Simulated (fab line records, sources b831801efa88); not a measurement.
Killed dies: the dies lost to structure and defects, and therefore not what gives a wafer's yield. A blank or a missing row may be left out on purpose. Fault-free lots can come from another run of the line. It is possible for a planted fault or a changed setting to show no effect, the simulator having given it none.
2 desks looking at one fault :: flow sky130 :: each desk holds nothing but its own numbers, with what lay behind them at the end

THE TOOL OWNER'S DESK: rie_diel-04
The tool's own readings at SKY_VIA2_ETCH_14 (etches BARC in N2/H2, stops on SiO2, time 45.9 s, target depth 60 nm): means of the sampled wafers that have a number, for each lot that ran on this tool. A lot is out of limits, marked OUT, if its mean lies more than 4 standard deviations from the usual mean; the brackets give that distance.
Columns: A = drypump_motor_current_A at SKY_VIA2_ETCH_14, usual 5.7 A; B = oes_product_au at SKY_VIA2_ETCH_14, usual 0.856 a.u.; C = throttle_valve_pct at SKY_VIA2_ETCH_14, usual 13.224 %
lot: L502
first seen here: day 37 10:16
A: 6.2
B: 0.836
C: 13.222

lot: L503
first seen here: day 37 12:37
A: 6.2
B: 0.836 (-4.1) OUT
C: 13.213

lot: L507
first seen here: day 45 19:40
A: 5.4
B: 0.855
C: 13.230
This desk's verdict: out of limits on L503, starting with L503 at day 37 12:37 (oes_product_au at SKY_VIA2_ETCH_14). L502, L507: within limits.

THE METROLOGY DESK
Lot by lot, what the gauges showed, no matter which tool ran the lot: averages of those sampled wafers that carry a number. A lot is out of limits, marked OUT, if its mean lies more than 4 standard deviations from the usual mean; the brackets give that distance.
Columns: A = VIA2_BOW at SKY_VIA2_BOW_MEAS_03, usual 85 um; B = cd_nm at SKY_VIA2_CD_MEAS_12, usual 200.1 nm; C = VIA2_OVL at SKY_VIA2_OVL_MEAS_13, usual 2 nm
lot: L489
first seen here: day 33 04:04
A: 84
B: 198.0
C: 7

lot: L502
first seen here: day 36 08:08
A: 85
B: 199.6
C: 5

lot: L503
first seen here: day 36 09:50
A: 74
B: 197.9
C: -5

lot: L504
first seen here: day 36 18:48
A: 84
B: 203.4
C: 3

lot: L506
first seen here: day 37 14:14
A: 83
B: 198.0
C: 0

lot: L507
first seen here: day 44 23:18
A: 89
B: 202.1
C: 3
This desk's verdict: no lot among the 6 shows anything out of limits.

ALL TOGETHER
An alarm could have come from the tool owner's desk at day 37 12:37, on L503.
Metrology desk: nothing out of limits seen.
The metrology desk holds a record of L503, inside its limits.
Of the lots named, all ran SKY_VIA2_ETCH_14 on rie_diel-04.

WHAT THE SIMULATOR HAD PUT IN
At SKY_VIA2_ETCH_14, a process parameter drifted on rie_diel-04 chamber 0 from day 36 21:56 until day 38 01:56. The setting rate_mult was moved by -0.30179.
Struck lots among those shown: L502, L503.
Hours from the fault's start to each desk's first reading out of limits: the tool owner's desk, 15.
